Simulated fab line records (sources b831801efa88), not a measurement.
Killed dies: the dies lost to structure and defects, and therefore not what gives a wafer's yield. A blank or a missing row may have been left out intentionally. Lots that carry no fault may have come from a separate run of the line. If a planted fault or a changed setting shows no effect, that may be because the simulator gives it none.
Comparing a struck lot with a sound one	flow sky130	26 steps out of a route of 708
Sound: these wafers, L648.2, L648.3, L648.5. Struck: wafer L671.5 (left out: L671.3, a lot-mate that was not struck); the cause follows at the end.
At each step with rows: each side's tool, then ch and its chambers, then its first start. Under that, the readings that differ: sound wafers	struck wafers	difference of the means	sigmas: that difference in standard deviations of wafers without a fault.
alike: a reading whose means differ by less than 2 such deviations, as well as words and numbers matching on both sides. not compared: withheld readings; readings where some wafer has no value; bounds like >300 that might hide an equal value; numbers whose values overlap and for which the record gives no deviation.
A row with sigmas, a row that says differs or no value, or rows on one side alone: a step with any of these is where the two part. When numbers do not overlap yet have no deviation, they are printed without sigmas and do not part them. A reading that every wafer of one side lacks parts them only if that side has two wafers or more.

first, 9 steps without rows for these wafers: SKY_LI_CONTACT_ETCH_14 (etches BARC in N2/H2, stops on SiO2, time 45.9 s, target depth 60 nm); SKY_LI_CONTACT_ETCH_15 (etches PSG in C4F8/O2/Ar, stops on Si, target depth 600 nm); SKY_LI_CONTACT_STRIP_16 (strips in O2/N2); SKY_LI_CONTACT_CLEAN_17 (cleans in NMP, time 600 s); SKY_LI_CONTACT_PRE_CLEAN_18 (time 5.6 s); SKY_LI_CONTACT_SPUTTER_19 (material Ti, target thk 20 nm, time 106.37 s); SKY_LI_CONTACT_SPUTTER_20 (material TiN, target thk 20 nm, time 80 s); SKY_LI_CONTACT_CVD_21 (deposits W, target thk 400 nm, time 120.56 s); SKY_LI_CONTACT_CMP_24 (polishes, stops on PSG, t overpolish 20 s, target thk 0 nm).
SKY_LOCAL_INTERCONNECT_SPUTTER_00: material TiN, target thk 100 nm, time 83.3 s.
  struck on pvd-sputter-04, day 37 08:33; sound on pvd-sputter-01, day 27 18:13
reading	sound	struck	difference	sigmas
model.TiN_of_LOCAL_INTERCONNECT_SPUTTER_00.thk-nm (nm)	99.84 100.9 99.62	156.9	+56.8	
  alike: cathode-dc-power-W, substrate-temp-c, throttle-valve-pct
SKY_LOCAL_INTERCONNECT_RS_MEAS_01: uses a four-point probe to measure.
  struck on film-metro-04, day 37 08:39; sound on film-metro-01, day 27 18:17
reading	sound	struck	difference	sigmas
LOCAL_INTERCONNECT_TIN_RS (ohm/sq)	14.21 14.04 14.22	8.88	-5.28	-41
SKY_LOCAL_INTERCONNECT_THK_MEAS_02: measures by xrf.
  struck on film-metro-04, day 37 08:45; sound on film-metro-01, day 27 18:24
reading	sound	struck	difference	sigmas
LOCAL_INTERCONNECT_TIN_THK (nm)	100.1 100.7 99.3	157.0	+57.0	+63
then, 9 steps without rows for these wafers: SKY_LOCAL_INTERCONNECT_DEHYDRATE_03 (time 60 s); SKY_LOCAL_INTERCONNECT_HMDS_04 (prime time 60 s); SKY_LOCAL_INTERCONNECT_COAT_05 (resist thk 60 nm); SKY_LOCAL_INTERCONNECT_COAT_06 (resist thk 450 nm); SKY_LOCAL_INTERCONNECT_SOFTBAKE_07 (time 90 s); SKY_LOCAL_INTERCONNECT_EXPOSE_08 (exposes mask LI1M, target cd 170 nm); SKY_LOCAL_INTERCONNECT_PEB_09; SKY_LOCAL_INTERCONNECT_DEVELOP_10 (develop time 60 s); SKY_LOCAL_INTERCONNECT_ETCH_13 (etches BARC in N2/H2, stops on SiO2, time 45.9 s, target depth 60 nm).
SKY_LOCAL_INTERCONNECT_METAL_ETCH_14: etches TiN in Cl2/BCl3, stops on PSG, target depth 110 nm, time 31.4 s.
  sound on rie-metal-03 ch 0,1, day 28 23:58; struck on rie-metal-04 ch 0, day 38 09:54
reading	sound	struck	difference	sigmas
oes-product-au (a.u.)	0.942 0.949 0.940	1.003	+0.059	+9
throttle-valve-pct (%)	21.893 21.896 21.892	21.865	-0.029	-3
  alike: chamber-pressure-mTorr, drypump-motor-current-A
  not compared: rf-hours-counter-h
then, 1 step without rows for these wafers: SKY_LOCAL_INTERCONNECT_STRIP_15 (strips in O2/N2).
SKY_LOCAL_INTERCONNECT_STRIP_16: strips in post etch residue remover, time 1200 s.
  sound on wet-bench-03 ch 3, day 29 00:07; struck on wet-bench-02 ch 3, day 38 10:02
reading	sound	struck	difference	sigmas
model.TiN_of_LOCAL_INTERCONNECT_SPUTTER_00.thk-nm (nm)	99.42 100.5 99.2	156.5	+56.8	
then, 1 step without rows for these wafers: SKY_LOCAL_INTERCONNECT_CLEAN_17 (cleans in IPA, time 180 s).
-- record jumps: 13 days separate the struck wafers' starts on either side; left off in module LOCAL_INTERCONNECT, taken up again in module PAD_OPEN, whose first shown step is the route's number 708 --
SKY_PAD_OPEN_PROBE_99:
  struck on prober-01, day 51 11:20; sound on prober-02, day 44 18:47
reading	sound	struck	difference	sigmas
killed-at-contacts	33 35 23	432	+402	+80
killed-dies	102 97 105	492	+391	+44
killed-on-rim	19 15 26	96	+76	+22
killed-open	53 58 49	39	-14	-2
  alike: killed_at_M0_to_M3, killed_at_M4_up, killed-at-front-end, killed-at-other, killed-short

## WHERE THEY PART
First at SKY_LOCAL_INTERCONNECT_RS_MEAS_01; last, within this record, at SKY_PAD_OPEN_PROBE_99.

WHY: the cause the simulator had injected
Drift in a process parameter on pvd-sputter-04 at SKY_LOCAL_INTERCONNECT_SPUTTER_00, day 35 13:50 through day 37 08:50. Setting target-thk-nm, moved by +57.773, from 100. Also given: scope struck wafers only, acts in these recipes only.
